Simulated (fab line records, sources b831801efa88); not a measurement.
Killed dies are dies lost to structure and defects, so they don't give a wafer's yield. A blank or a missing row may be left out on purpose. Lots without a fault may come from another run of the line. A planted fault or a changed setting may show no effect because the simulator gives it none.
fab line records | flow sky130
record lots=5 wafers=15 last_day=49
route steps=708 shown CONTACT@424 METAL1@434
lots that met no fault: from a run of the same line without faults
start_h: hours from the record's first day to the start of the lot's first wafer shown | wait_h: hours since the lot's step before | " the same as in the row above | L1.1+2: a row that stands for several wafers | - no value, or no start given | * or withheld: withheld | < > ~ a bound
route shown NAME@n: a module of which the file shows steps, and the number in the route of the first | usual: mean/standard deviation of fault-free wafers | same: alike in all rows | chamber/n: place in a boat | sites: the reading at each site | _std_site: their standard deviation | _edge_site: outer sites' mean less inner sites' | radius_mm: how far each site lies from the wafer's centre | mask NAME#n: copy n | behind: the tool/chamber that last shaped the wafer | hold: why the lot was held/for how many hours/how that ended | device: the transistor (n, p or np) that didn't switch | end of line: the same wafers' tests at the end of the route | a step without rows: its recipe alone | killed: dies lost to structure and defects at the first sort, not the wafer's yield | map: a wafer's dies, x killed, . not, _ none there
set.NAME: the setting as run; set.NAME@STEP: as run at that earlier step | model.NAME: the simulator's own value behind a step, which no gauge read
lots at some steps of the route; a table a step, a row a wafer
services: from which hour (start_h, from the record's first day; less than 0 if before it) a tool's chamber was out of use, for how many hours, and why
## steps
# step SKY_CONTACT_ETCH_18
# recipe target=Si3N4 chemistry=CHF3/O2 stop_on=TiN source_w=600 bias_w=200 pressure_mtorr=40 chf3_flow_sccm=50 O2_flow_sccm=5 time_s=39 target_depth_a=750
# usual O2_flow_sccm=5.001/0.013 drypump_motor_current_A=5.6/0.44 oes_product_au=0.853/0.0069 throttle_valve_pct=8.793/0.0092
# columns lot.wafer tool chamber start_h wait_h O2_flow_sccm drypump_motor_current_A oes_product_au rf_hours_counter_h throttle_valve_pct
L077.1 rie_diel-02 2 - - 5.012 5.2 0.846 16 8.785
L077.4 " 0 " " 4.994 5.0 0.858 2 8.796
L077.6 " 1 " " 4.995 6.0 0.851 - 8.805
L081.2 rie_diel-01 1 - - 5.025 4.9 0.858 26 8.799
L081.4 " 2 " " 5.021 5.4 0.855 14 8.788
L081.6 " 2 " " 4.994 5.4 0.854 - 8.792
L086.1 rie_diel-04 2 - - 4.974 6.1 0.859 7 8.805
L086.2 " 1 " " 5.004 6.2 0.857 21 8.793
L086.3 " 3 " " 4.993 5.8 0.857 9 8.792
L088.1 rie_diel-02 0 - - 5.009 5.0 0.852 6 8.787
L088.2 " 2 " " 5.016 5.2 0.848 18 8.775
L088.5 " 2 " " 5.010 5.2 0.859 - 8.798
L091.3 rie_diel-02 2 - - 4.978 5.2 0.835 19 8.795
L091.5 " 3 " " 5.013 6.0 0.855 - 8.775
L091.6 " 0 " " 4.986 5.0 0.849 - 8.806
# step SKY_CONTACT_STRIP_19
# recipe chemistry=O2/N2 power_w=1400 pressure_mtorr=1500 platen_temp_c=withheld o2_flow_sccm=3000 n2_flow_sccm=300 overash_fraction=0.5
# usual drypump_motor_current_A=5.7/0.34 oes_product_au=0.380/0.0045 strip_time_to_endpoint_s=3.618/0.027
# columns lot.wafer tool chamber start_h wait_h drypump_motor_current_A oes_product_au rf_hours_counter_h strip_time_to_endpoint_s
L077.1 plasma_asher-03 1 759.83 - 6.2 0.372 94 3.606
L077.4 " 1 " " 6.2 0.384 - 3.610
L077.6 " 1 " " 6.2 0.382 - 3.628
L081.2 plasma_asher-03 1 801.74 - 6.2 0.381 98 3.611
L081.4 " 0 " " 5.7 0.379 - 3.582
L081.6 " 1 " " 6.2 0.373 - 3.555
L086.1 plasma_asher-01 1 831.38 - 5.6 0.385 68 3.612
L086.2 " 0 " " 5.8 0.377 68 3.649
L086.3 " 0 " " 5.8 0.378 - 3.626
L088.1 plasma_asher-01 1 850.14 - 5.6 0.382 70 3.623
L088.2 " 0 " " 5.8 0.378 70 3.600
L088.5 " 0 " " 5.8 0.379 - 3.582
L091.3 plasma_asher-01 0 879.22 - 5.8 0.382 - 3.624
L091.5 " 0 " " 5.8 0.374 - 3.615
L091.6 " 1 " " 5.6 0.380 - 3.608
# step SKY_CONTACT_STRIP_20
# recipe chemistry=post_etch_residue_remover time_s=1200 temp_c=72.5
# usual bath_heat_duty_pct=15.0/1.4
# columns lot.wafer tool chamber start_h wait_h bath_heat_duty_pct
L077.1 wet_bench-01 0 759.93 0.1 14.0
L077.4 " 0 " " 12.5
L077.6 " 0 " " 15.8
L081.2 wet_bench-03 1 801.84 0.1 16.1
L081.4 " 1 " " 16.7
L081.6 " 1 " " 17.1
L086.1 wet_bench-03 0 831.48 0.1 17.9
L086.2 " 0 " " 17.8
L086.3 " 0 " " 17.9
L088.1 wet_bench-03 3 850.24 0.1 16.4
L088.2 " 3 " " 13.2
L088.5 " 3 " " 14.1
L091.3 wet_bench-02 0 879.29 0.0 13.9
L091.5 " 0 " " 14.6
L091.6 " 0 " " 14.0
# step SKY_CONTACT_CLEAN_21
# recipe chemistry=IPA time_s=180 temp_c=25
# usual bath_heat_duty_pct=6.4/0.87
# columns lot.wafer tool chamber start_h wait_h bath_heat_duty_pct
L077.1 wet_bench-02 1 760.30 0.0 6.4
L077.4 " 1 " " 4.4
L077.6 " 1 " " 5.5
L081.2 wet_bench-01 2 802.18 0.0 6.7
L081.4 " 2 " " 6.9
L081.6 " 2 " " 6.3
L086.1 wet_bench-01 1 831.82 0.0 5.7
L086.2 " 1 " " 6.4
L086.3 " 1 " " 6.3
L088.1 wet_bench-01 3 850.58 0.0 7.9
L088.2 " 3 " " 7.5
L088.5 " 3 " " 7.2
L091.3 wet_bench-01 1 879.63 0.0 6.4
L091.5 " 1 " " 6.5
L091.6 " 1 " " 6.2
# step SKY_CONTACT_CLEAN_22
# recipe chemistry=O3/DIW dry=n2_spin
# columns lot.wafer tool chamber start_h wait_h
L077.1+4+6 wet_bench-01 3 760.36 0.0
L081.2+4+6 wet_bench-02 0 802.24 0.0
L086.1+2+3 wet_bench-02 1 831.88 0.0
L088.1+2+5 wet_bench-02 2 850.65 0.0
L091.3+5+6 wet_bench-02 3 879.70 0.0
# step SKY_CONTACT_SPUTTER_23
# recipe material=TiN target_thk_nm=20 chamber_pressure_pa=5 power_w=4000 time_s=80
# usual throttle_valve_pct=29.9/1.3
# columns lot.wafer tool chamber start_h wait_h throttle_valve_pct
L077.1 pvd_sputter-02 - 760.46 0.0 29.2
L077.4 " - " " 30.9
L077.6 " - " " 29.2
L081.2 pvd_sputter-03 - 802.33 0.0 29.7
L081.4 " - " " 31.4
L081.6 " - " " 30.2
L086.1 pvd_sputter-03 - 831.98 0.0 30.2
L086.2 " - " " 29.4
L086.3 " - " " 29.9
L088.1 pvd_sputter-04 - 850.74 0.0 27.4
L088.2 " - " " 32.2
L088.5 " - " " 32.6
L091.3 pvd_sputter-02 - 879.79 0.0 31.7
L091.5 " - " " 29.1
L091.6 " - " " 30.4
# step SKY_CONTACT_CVD_24
# recipe material=W target_thk_nm=340 time_s=102.12 temp_c=400 pressure_torr=40
# usual heater_power_w=933/50
# columns lot.wafer tool chamber start_h wait_h heater_power_w since_wet_clean_h
L077.1 cvd_w-02 1 760.52 0.0 926 357
L077.4 " 1 " " 909 -
L077.6 " 1 " " 910 -
L081.2 cvd_w-02 0 802.39 0.0 966 398
L081.4 " 1 " " 915 -
L081.6 " 1 " " 935 -
L086.1 cvd_w-01 0 832.04 0.0 827 928
L086.2 " 1 " " 949 928
L086.3 " 0 " " 835 -
L088.1 cvd_w-02 0 850.80 0.0 990 447
L088.2 " 1 " " 932 447
L088.5 " 1 " " 931 -
L091.3 cvd_w-01 1 879.89 0.1 938 -
L091.5 " 1 " " 915 -
L091.6 " 0 " " 821 -
# step SKY_CONTACT_RS_MEAS_25
# recipe thk_meas_gauge=four-point-probe reads=W_of_CONTACT_CVD_24+TiN_of_CONTACT_SPUTTER_23
# usual CONTACT_W_RS=0.335/0.0083
# columns lot.wafer tool chamber start_h wait_h CONTACT_W_RS[ohm/sq]
L077.1 film_metro-03 - 760.63 0.1 0.324
L077.4 " - " " 0.324
L077.6 " - " " 0.323
L081.2 film_metro-02 - 802.52 0.1 0.348
L081.4 " - " " 0.330
L081.6 " - " " 0.327
L086.1 film_metro-03 - 832.15 0.1 0.341
L086.2 " - " " 0.336
L086.3 " - " " 0.342
L088.1 film_metro-04 - 850.91 0.1 0.346
L088.2 " - " " 0.326
L088.5 " - " " 0.328
L091.3 film_metro-04 - 880.00 0.1 0.336
L091.5 " - " " 0.341
L091.6 " - " " 0.340
# step SKY_CONTACT_THK_MEAS_26
# recipe thk_meas_gauge=xrf reads=W_of_CONTACT_CVD_24
# usual CONTACT_W_THK=348/9
# columns lot.wafer tool chamber start_h wait_h CONTACT_W_THK[nm]
L077.1 film_metro-03 - 760.75 0.1 360
L077.4 " - " " 366
L077.6 " - " " 366
L081.2 film_metro-02 - 802.63 0.1 334
L081.4 " - " " 355
L081.6 " - " " 359
L086.1 film_metro-03 - 832.27 0.1 344
L086.2 " - " " 351
L086.3 " - " " 345
L088.1 film_metro-04 - 851.03 0.1 333
L088.2 " - " " 350
L088.5 " - " " 348
L091.3 film_metro-04 - 880.10 0.1 344
L091.5 " - " " 342
L091.6 " - " " 342
# step SKY_CONTACT_CMP_27
# recipe stop_on=SiO2 t_overpolish_s=15 down_force_psi=3.5 platen_rpm=60 target_thk_nm=0 pad_velocity_m_s=0.94248
# usual motor_current_A=11.2/0.63 overpolish_run_s=15.000/0.0082 platen_rpm=59.99/0.04 time_to_endpoint_s=85/4
# columns lot.wafer tool chamber start_h wait_h motor_current_A overpolish_run_s platen_rpm time_to_endpoint_s
L077.4 cmp-02 1 760.86 0.1 10.7 15.000 60.00 86
L077.1 " 3 " " 12.1 14.998 59.91 81
L077.6 " 0 " " 10.9 15.001 60.04 88
L081.2 cmp-01 0 802.68 0.0 10.6 14.992 60.01 87
L081.4 " 3 " " 12.0 14.999 60.03 86
L081.6 " 1 " " 10.3 15.001 59.98 90
L086.1 cmp-02 0 832.38 0.1 10.6 15.007 59.90 88
L086.2 " 1 " " 11.0 15.005 59.98 88
L086.3 " 2 " " 11.8 15.001 60.00 81
L088.1 cmp-01 2 851.09 0.1 10.6 14.997 59.98 80
L088.2 " 1 " " 10.9 14.992 59.99 85
L088.5 " 2 " " 11.2 14.999 60.03 86
L091.3 cmp-02 3 880.29 0.2 12.1 14.999 59.89 85
L091.5 " 0 " " 11.3 15.004 59.95 82
L091.6 " 1 " " 11.0 15.000 59.98 86
# step SKY_METAL1_SPUTTER_00
# recipe material=Ti target_thk_nm=15 power_w=3000 time_s=10 chamber_pressure_pa=0.4
# usual throttle_valve_pct=30.0/1.4
# columns lot.wafer tool chamber start_h wait_h throttle_valve_pct
L077.1 pvd_sputter-01 - 761.11 0.1 29.6
L077.4 " - " " 29.9
L077.6 " - " " 30.0
L081.2 pvd_sputter-01 - 802.98 0.2 31.3
L081.4 " - " " 30.1
L081.6 " - " " 29.9
L086.1 pvd_sputter-04 - 832.63 0.2 27.1
L086.2 " - " " 28.7
L086.3 " - " " 29.4
L088.1 pvd_sputter-02 - 851.39 0.2 30.4
L088.2 " - " " 29.1
L088.5 " - " " 30.5
L091.3 pvd_sputter-04 - 880.44 0.1 27.0
L091.5 " - " " 28.7
L091.6 " - " " 29.2
# step SKY_METAL1_SPUTTER_01
# recipe material=TiN target_thk_nm=20 power_w=6500 time_s=16.7 chamber_pressure_pa=0.4
# usual throttle_valve_pct=30.1/1.3
# columns lot.wafer tool chamber start_h wait_h throttle_valve_pct
L077.1 pvd_sputter-01 - 761.14 0.0 29.8
L077.4 " - " " 30.1
L077.6 " - " " 30.0
L081.2 pvd_sputter-01 - 803.00 0.0 31.1
L081.4 " - " " 29.9
L081.6 " - " " 30.0
L086.1 pvd_sputter-04 - 832.65 0.0 27.1
L086.2 " - " " 28.7
L086.3 " - " " 29.5
L088.1 pvd_sputter-02 - 851.41 0.0 30.4
L088.2 " - " " 29.2
L088.5 " - " " 30.3
L091.3 pvd_sputter-04 - 880.46 0.0 27.0
L091.5 " - " " 28.8
L091.6 " - " " 29.4
# step SKY_METAL1_SPUTTER_02
# recipe material=AlCu target_thk_nm=250 power_w=10600 time_s=13.3 chamber_pressure_pa=0.4
# usual throttle_valve_pct=30.0/1.3
# columns lot.wafer tool chamber start_h wait_h throttle_valve_pct
L077.1 pvd_sputter-01 - 761.16 0.0 29.5
L077.4 " - " " 29.9
L077.6 " - " " 30.2
L081.2 pvd_sputter-01 - 803.03 0.0 31.0
L081.4 " - " " 30.3
L081.6 " - " " 30.1
L086.1 pvd_sputter-04 - 832.68 0.0 27.2
L086.2 " - " " 29.0
L086.3 " - " " 29.5
L088.1 pvd_sputter-02 - 851.44 0.0 30.4
L088.2 " - " " 29.3
L088.5 " - " " 30.5
L091.3 pvd_sputter-04 - 880.49 0.0 27.4
L091.5 " - " " 29.0
L091.6 " - " " 29.3
# step SKY_METAL1_SPUTTER_03
# recipe material=Ti target_thk_nm=5 power_w=3000 time_s=3.3 chamber_pressure_pa=0.4
# usual throttle_valve_pct=30.0/1.4
# columns lot.wafer tool chamber start_h wait_h throttle_valve_pct
L077.1 pvd_sputter-01 - 761.19 0.0 29.4
L077.4 " - " " 29.9
L077.6 " - " " 30.0
L081.2 pvd_sputter-01 - 803.05 0.0 30.9
L081.4 " - " " 30.1
L081.6 " - " " 30.0
L086.1 pvd_sputter-04 - 832.70 0.0 27.3
L086.2 " - " " 28.7
L086.3 " - " " 29.3
L088.1 pvd_sputter-02 - 851.46 0.0 30.4
L088.2 " - " " 29.1
L088.5 " - " " 30.4
L091.3 pvd_sputter-04 - 880.51 0.0 27.0
L091.5 " - " " 28.9
L091.6 " - " " 29.2
# step SKY_METAL1_SPUTTER_04
# recipe material=TiN target_thk_nm=70 power_w=6500 time_s=58.3 chamber_pressure_pa=0.4
# usual throttle_valve_pct=30.1/1.4
# columns lot.wafer tool chamber start_h wait_h throttle_valve_pct
L077.1 pvd_sputter-01 - 761.20 0.0 29.4
L077.4 " - " " 29.7
L077.6 " - " " 30.1
L081.2 pvd_sputter-01 - 803.07 0.0 30.8
L081.4 " - " " 30.2
L081.6 " - " " 30.1
L086.1 pvd_sputter-04 - 832.72 0.0 27.0
L086.2 " - " " 28.7
L086.3 " - " " 29.3
L088.1 pvd_sputter-02 - 851.48 0.0 30.3
L088.2 " - " " 29.2
L088.5 " - " " 30.6
L091.3 pvd_sputter-04 - 880.53 0.0 27.1
L091.5 " - " " 28.7
L091.6 " - " " 29.3
# step SKY_METAL1_RS_MEAS_05
# recipe thk_meas_gauge=four-point-probe reads=TiN_of_METAL1_SPUTTER_04+Ti_of_METAL1_SPUTTER_03+AlCu_of_METAL1_SPUTTER_02+TiN_of_METAL1_SPUTTER_01+Ti_of_METAL1_SPUTTER_00
# usual METAL1_ALCU_RS=0.1270/0.0015
# columns lot.wafer tool chamber start_h wait_h METAL1_ALCU_RS[ohm/sq]
L077.1 film_metro-03 - 761.25 0.0 0.1278
L077.4 " - " " 0.1283
L077.6 " - " " 0.1289
L081.2 film_metro-03 - 803.14 0.0 0.1261
L081.4 " - " " 0.1269
L081.6 " - " " 0.1269
L086.1 film_metro-03 - 832.77 0.0 0.1274
L086.2 " - " " 0.1268
L086.3 " - " " 0.1263
L088.1 film_metro-03 - 851.53 0.0 0.1263
L088.2 " - " " 0.1257
L088.5 " - " " 0.1276
L091.3 film_metro-04 - 880.62 0.1 0.1274
L091.5 " - " " 0.1278
L091.6 " - " " 0.1271
# step SKY_METAL1_THK_MEAS_06
# recipe thk_meas_gauge=xrf reads=AlCu_of_METAL1_SPUTTER_02
# usual METAL1_ALCU_THK=247/3.2
# columns lot.wafer tool chamber start_h wait_h METAL1_ALCU_THK[nm]
L077.1 film_metro-03 - 761.37 0.1 247
L077.4 " - " " 244
L077.6 " - " " 242
L081.2 film_metro-03 - 803.25 0.1 250
L081.4 " - " " 247
L081.6 " - " " 247
L086.1 film_metro-03 - 832.89 0.1 244
L086.2 " - " " 247
L086.3 " - " " 246
L088.1 film_metro-03 - 851.65 0.1 250
L088.2 " - " " 250
L088.5 " - " " 246
L091.3 film_metro-04 - 880.72 0.1 249
L091.5 " - " " 248
L091.6 " - " " 249
# step SKY_METAL1_DEHYDRATE_07
# recipe temp_c=200 time_s=60
# usual resist_line_temp_C=22.98/0.11
# columns lot.wafer tool chamber start_h wait_h resist_line_temp_C
L077.1 litho_track-03 0 774.17 12.8 23.29
L077.4 " 0 " " 23.01
L077.6 " 0 " " 23.05
L081.2 litho_track-03 0 816.79 13.5 22.97
L081.4 " 0 " " 22.86
L081.6 " 0 " " 22.96
L086.1 litho_track-02 0 846.19 13.3 23.22
L086.2 " 0 " " 22.95
L086.3 " 0 " " 23.17
L088.1 litho_track-01 0 863.54 11.9 23.01
L088.2 " 0 " " 23.05
L088.5 " 0 " " 23.00
L091.3 litho_track-02 0 892.79 12.1 22.81
L091.5 " 0 " " 23.00
L091.6 " 0 " " 23.06
# step SKY_METAL1_HMDS_08
# recipe prime_time_s=60 prime_temp_c=120
# usual resist_line_temp_C=22.99/0.11
# columns lot.wafer tool chamber start_h wait_h resist_line_temp_C
L077.1 litho_track-03 0 774.32 0.1 22.97
L077.4 " 0 " " 23.04
L077.6 " 0 " " 23.02
L081.2 litho_track-03 0 816.94 0.1 22.96
L081.4 " 0 " " 23.10
L081.6 " 0 " " 23.28
L086.1 litho_track-02 0 846.34 0.1 22.97
L086.2 " 0 " " 23.14
L086.3 " 0 " " 23.10
L088.1 litho_track-01 0 863.69 0.1 22.96
L088.2 " 0 " " 22.89
L088.5 " 0 " " 22.89
L091.3 litho_track-02 0 892.94 0.1 23.05
L091.5 " 0 " " 23.12
L091.6 " 0 " " 23.00
# step SKY_METAL1_COAT_09
# recipe resist=BARC temp_c=withheld time_s=withheld spin_rpm=3000 resist_thk_nm=60
# usual resist_line_temp_C=* spin_speed_rpm=2999.9/2.2
# columns lot.wafer tool chamber start_h wait_h resist_line_temp_C spin_speed_rpm
L077.1 litho_track-03 0 774.47 0.1 * 2998.5
L077.4 " 0 " " * 2995.2
L077.6 " 0 " " * 3001.3
L081.2 litho_track-03 0 817.09 0.1 * 2997.4
L081.4 " 0 " " * 2999.6
L081.6 " 0 " " * 3000.0
L086.1 litho_track-02 0 846.49 0.1 * 3004.6
L086.2 " 0 " " * 2998.5
L086.3 " 0 " " * 3000.4
L088.1 litho_track-01 0 863.84 0.1 * 3002.4
L088.2 " 0 " " * 2999.2
L088.5 " 0 " " * 3000.8
L091.3 litho_track-02 0 893.09 0.1 * 3003.5
L091.5 " 0 " " * 2996.4
L091.6 " 0 " " * 2998.6
# step SKY_METAL1_COAT_10
# recipe resist=KrF-thick spin_rpm=3000 resist_thk_nm=450
# usual resist_line_temp_C=23.01/0.11 spin_speed_rpm=2999.9/2.1
# columns lot.wafer tool chamber start_h wait_h resist_line_temp_C spin_speed_rpm
L077.1 litho_track-03 0 - - 23.05 2999.0
L077.4 " 0 " " 22.90 3002.7
L077.6 " 0 " " 23.07 2999.3
L081.2 litho_track-03 0 - - 23.19 3000.1
L081.4 " 0 " " 23.12 3000.9
L081.6 " 0 " " 23.05 2999.4
L086.1 litho_track-02 0 - - 23.17 2999.7
L086.2 " 0 " " 23.13 2999.2
L086.3 " 0 " " 23.00 2998.6
L088.1 litho_track-01 0 - - 22.91 3000.9
L088.2 " 0 " " 22.97 2999.9
L088.5 " 0 " " 23.09 3002.0
L091.3 litho_track-02 0 - - 22.95 3004.3
L091.5 " 0 " " 22.96 3002.7
L091.6 " 0 " " 23.02 3002.3
# step SKY_METAL1_SOFTBAKE_11
# recipe temp_c=100 time_s=90 resist=KrF-thick
# usual resist_line_temp_C=23.02/0.1
# columns lot.wafer tool chamber start_h wait_h resist_line_temp_C
L077.1 litho_track-03 0 - - 23.02
L077.4 " 0 " " 22.88
L077.6 " 0 " " 22.95
L081.2 litho_track-03 0 - - 22.97
L081.4 " 0 " " 23.11
L081.6 " 0 " " 22.92
L086.1 litho_track-02 0 - - 22.87
L086.2 " 0 " " 22.85
L086.3 " 0 " " 22.84
L088.1 litho_track-01 0 - - 22.85
L088.2 " 0 " " 23.01
L088.5 " 0 " " 23.11
L091.3 litho_track-02 0 - - 22.97
L091.5 " 0 " " 22.89
L091.6 " 0 " " 22.95
# step SKY_METAL1_EXPOSE_12
# recipe mask_id=MM1 na=0.8 source_shape=annular sigma_inner=0.55 sigma_outer=0.85 target_cd_nm=140 dose_mj=28
# usual reticle_temp_C=23.00/0.099
# columns lot.wafer tool chamber start_h wait_h mask reticle_temp_C
L077.1 krf_scanner-01 0 - - MM1#0 22.79
L077.4 " 0 " " MM1#0 22.97
L077.6 " 0 " " MM1#0 22.95
L081.2 krf_scanner-01 0 - - MM1#0 23.01
L081.4 " 0 " " MM1#0 22.99
L081.6 " 0 " " MM1#0 23.06
L086.1 krf_scanner-02 0 - - MM1#0 22.96
L086.2 " 0 " " MM1#0 22.88
L086.3 " 0 " " MM1#0 22.87
L088.1 krf_scanner-02 0 - - MM1#0 22.98
L088.2 " 0 " " MM1#0 23.15
L088.5 " 0 " " MM1#0 23.06
L091.3 krf_scanner-01 0 - - MM1#0 22.80
L091.5 " 0 " " MM1#0 22.92
L091.6 " 0 " " MM1#0 22.99
# step SKY_METAL1_PEB_13
# recipe peb_temp_c=withheld peb_time_s=withheld resist=KrF-thick
# usual resist_line_temp_C=*
# columns lot.wafer tool chamber start_h wait_h resist_line_temp_C
L077.1 litho_track-03 0 - - *
L077.4 " 0 " " *
L077.6 " 0 " " *
L081.2 litho_track-02 0 - - *
L081.4 " 0 " " *
L081.6 " 0 " " *
L086.1 litho_track-02 0 - - *
L086.2 " 0 " " *
L086.3 " 0 " " *
L088.1 litho_track-03 0 - - *
L088.2 " 0 " " *
L088.5 " 0 " " *
L091.3 litho_track-03 0 - - *
L091.5 " 0 " " *
L091.6 " 0 " " *
# step SKY_METAL1_DEVELOP_14
# recipe develop_time_s=60 resist=KrF-thick dev_temp_c=21
# usual resist_line_temp_C=23.00/0.092
# columns lot.wafer tool chamber start_h wait_h resist_line_temp_C
L077.1 litho_track-03 0 - - 23.00
L077.4 " 0 " " 22.91
L077.6 " 0 " " 23.01
L081.2 litho_track-02 0 - - 23.16
L081.4 " 0 " " 22.84
L081.6 " 0 " " 22.84
L086.1 litho_track-02 0 - - 23.03
L086.2 " 0 " " 22.94
L086.3 " 0 " " 23.00
L088.1 litho_track-03 0 - - 23.04
L088.2 " 0 " " 23.01
L088.5 " 0 " " 23.14
L091.3 litho_track-03 0 - - 22.86
L091.5 " 0 " " 23.04
L091.6 " 0 " " 23.05
# step SKY_METAL1_CD_MEAS_15
# recipe target_cd_nm=140
# usual cd_nm=140.0/1.6
# columns lot.wafer tool chamber start_h wait_h cd_nm
L077.1 cd_sem-02 - 788.87 - 138.6
L077.4 " - " " 136.4
L077.6 " - " " 138.3
L081.2 cd_sem-02 - 830.09 - 140.8
L081.4 " - " " 141.1
L081.6 " - " " 140.9
L086.1 cd_sem-02 - 858.59 - 139.0
L086.2 " - " " 139.4
L086.3 " - " " 140.0
L088.1 cd_sem-01 - 877.77 - 139.9
L088.2 " - " " 139.2
L088.5 " - " " 138.9
L091.3 cd_sem-02 - 906.21 - 142.1
L091.5 " - " " 141.4
L091.6 " - " " 142.0
# step SKY_METAL1_OVL_MEAS_16
# usual METAL1_OVL=3/5.4
# columns lot.wafer tool chamber start_h wait_h METAL1_OVL[nm]
L077.1 overlay-02 - 788.99 0.1 13
L077.4 " - " " 0
L077.6 " - " " 1
L081.2 overlay-02 - 830.20 0.1 7
L081.4 " - " " 15
L081.6 " - " " 16
L086.1 overlay-02 - 858.71 0.1 -1
L086.2 " - " " 7
L086.3 " - " " 2
L088.1 overlay-02 - 877.89 0.1 4
L088.2 " - " " 2
L088.5 " - " " -7
L091.3 overlay-01 - 906.30 0.1 2
L091.5 " - " " 9
L091.6 " - " " 10
# step SKY_METAL1_DESCUM_17
# recipe chemistry=O2 source_power_w=150 bias_power_w=0 pressure_mtorr=10 temp_c=40 time_s=8
# usual drypump_motor_current_A=5.7/0.54 oes_product_au=1.001/0.012
# columns lot.wafer tool chamber start_h wait_h drypump_motor_current_A oes_product_au rf_hours_counter_h
L077.1 rie_metal-02 1 789.02 0.0 6.5 1.025 4
L077.4 " 1 " " 6.5 1.022 -
L077.6 " 0 " " 5.4 0.992 -
L081.2 rie_metal-03 0 830.23 0.0 5.8 1.013 3
L081.4 " 0 " " 5.8 0.999 -
L081.6 " 0 " " 5.8 1.006 -
L086.1 rie_metal-03 0 858.75 0.0 5.8 1.002 4
L086.2 " 1 " " 5.4 0.987 2
L086.3 " 1 " " 5.5 0.981 -
L088.1 rie_metal-04 0 877.92 0.0 5.0 1.011 4
L088.2 " 1 " " 6.2 0.987 13
L088.5 " 0 " " 5.0 0.997 -
L091.3 rie_metal-04 1 906.33 0.0 6.3 1.000 -
L091.5 " 1 " " 6.2 1.000 -
L091.6 " 0 " " 5.0 1.003 -
# step SKY_METAL1_ETCH_18
# recipe chemistry=N2/H2 target=BARC ion_energy_ev=200 bias_w=100 pressure_mtorr=30 n2_flow_sccm=100 h2_flow_sccm=200 icp_w=500 stop_on=SiO2 time_s=45.9 target_depth_a=600
# usual drypump_motor_current_A=5.7/0.54 oes_product_au=0.855/0.0047 throttle_valve_pct=13.224/0.01
# columns lot.wafer tool chamber start_h wait_h drypump_motor_current_A oes_product_au rf_hours_counter_h throttle_valve_pct
L077.1 rie_metal-02 1 789.06 0.0 6.5 0.854 4 13.236
L077.4 " 1 " " 6.5 0.858 - 13.225
L077.6 " 0 " " 5.4 0.856 - 13.236
L081.2 rie_metal-03 0 830.26 0.0 5.8 0.860 3 13.218
L081.4 " 0 " " 5.8 0.851 - 13.221
L081.6 " 0 " " 5.8 0.854 - 13.240
L086.1 rie_metal-03 0 858.78 0.0 5.8 0.855 4 13.234
L086.2 " 1 " " 5.5 0.854 2 13.226
L086.3 " 1 " " 5.5 0.860 - 13.236
L088.1 rie_metal-04 0 877.96 0.0 5.0 0.854 4 13.216
L088.2 " 1 " " 6.2 0.851 13 13.221
L088.5 " 0 " " 5.0 0.853 - 13.225
L091.3 rie_metal-04 1 906.38 0.0 6.2 0.860 - 13.231
L091.5 " 1 " " 6.2 0.852 - 13.213
L091.6 " 0 " " 5.0 0.853 - 13.232
# step SKY_METAL1_METAL_ETCH_19
# recipe target_depth_a=3600 stop_on=SiO2 over_etch_frac=0.3 time_s=78 chemistry=Cl2/BCl3 resist_sidewall_deg=88 pressure_mtorr=10 icp_w=900 bias_w=48.5 Cl2_flow_sccm=60 bcl3_flow_sccm=30
# usual drypump_motor_current_A=5.7/0.54 mfc_cl2_sccm=60.03/0.18 oes_product_au=0.854/0.0055 throttle_valve_pct=22.265/0.0086
# columns lot.wafer tool chamber start_h wait_h drypump_motor_current_A mfc_cl2_sccm oes_product_au rf_hours_counter_h throttle_valve_pct
L077.1 rie_metal-02 1 789.12 0.0 6.5 59.92 0.853 4 22.251
L077.4 " 1 " " 6.5 59.96 0.847 - 22.268
L077.6 " 0 " " 5.4 60.50 0.858 - 22.267
L081.2 rie_metal-03 0 830.32 0.0 5.7 60.11 0.856 3 22.272
L081.4 " 0 " " 5.7 60.13 0.855 - 22.266
L081.6 " 0 " " 5.7 59.94 0.860 - 22.282
L086.1 rie_metal-03 0 858.84 0.0 5.7 59.87 0.858 4 22.255
L086.2 " 1 " " 5.5 59.70 0.856 2 22.247
L086.3 " 1 " " 5.4 60.04 0.851 - 22.259
L088.1 rie_metal-04 0 878.02 0.0 5.0 60.23 0.849 4 22.252
L088.2 " 1 " " 6.2 59.88 0.856 13 22.270
L088.5 " 0 " " 5.0 60.32 0.848 - 22.258
L091.3 rie_metal-04 1 906.45 0.1 6.2 59.97 0.847 - 22.271
L091.5 " 1 " " 6.2 60.07 0.855 - 22.276
L091.6 " 0 " " 5.0 59.89 0.847 - 22.260
# step SKY_METAL1_STRIP_20
# recipe chemistry=O2/N2 power_w=1400 pressure_mtorr=1500 platen_temp_c=withheld o2_flow_sccm=3000 n2_flow_sccm=300 overash_fraction=0.5
# usual drypump_motor_current_A=5.5/0.48 oes_product_au=0.343/0.0055 strip_time_to_endpoint_s=2.70/0.056
# columns lot.wafer tool chamber start_h wait_h drypump_motor_current_A oes_product_au rf_hours_counter_h strip_time_to_endpoint_s
L077.1 plasma_asher-01 0 789.21 0.1 5.8 0.332 63 2.63
L077.4 " 1 " " 5.6 0.336 - 2.62
L077.6 " 0 " " 5.8 0.349 - 2.73
L081.2 plasma_asher-01 1 830.41 0.1 5.6 0.348 68 2.65
L081.4 " 1 " " 5.6 0.345 - 2.61
L081.6 " 1 " " 5.7 0.334 - 2.65
L086.1 plasma_asher-04 0 858.93 0.1 6.4 0.350 46 2.68
L086.2 " 1 " " 4.8 0.348 46 2.80
L086.3 " 1 " " 4.8 0.348 - 2.81
L088.1 plasma_asher-02 0 878.11 0.1 5.2 0.344 8 2.68
L088.2 " 1 " " 5.0 0.336 8 2.73
L088.5 " 0 " " 5.2 0.343 - 2.71
L091.3 plasma_asher-01 0 906.54 0.1 5.8 0.340 - 2.66
L091.5 " 0 " " 5.8 0.356 - 2.68
L091.6 " 1 " " 5.7 0.333 - 2.66
## services
# columns tool chamber start_h hours kind
cmp-01 - 737.57 0.2 repair
cmp-01 - 741.56 22.3 repair
krf_scanner-01 - 744.07 1.0 pm
rie_diel-02 - 748.16 0.3 repair
cvd_w-01 - 757.18 2.1 repair
cmp-01 - 763.89 4.0 pm
krf_scanner-02 - 764.90 1.3 pm
rie_diel-02 2 769.92 24.9 repair
wet_bench-03 - 773.39 1.9 pm
krf_scanner-01 - 779.52 4.0 pm
cmp-02 - 784.41 0.7 repair
plasma_asher-01 - 813.14 0.8 repair
krf_scanner-01 - 814.95 1.3 pm
rie_metal-02 - 819.62 28.1 pm
pvd_sputter-04 - 837.54 0.6 repair
rie_metal-03 - 849.98 1.0 repair
rie_metal-03 - 874.15 14.6 pm
krf_scanner-01 - 874.39 11.6 pm
cvd_w-02 - 875.19 1.7 repair
pvd_sputter-04 - 884.93 7.9 repair
rie_metal-04 - 888.93 14.6 pm
rie_metal-03 - 892.46 1.4 pm
pvd_sputter-04 - 893.58 7.7 repair
pvd_sputter-02 - 902.18 57.1 repair
## key
fault none
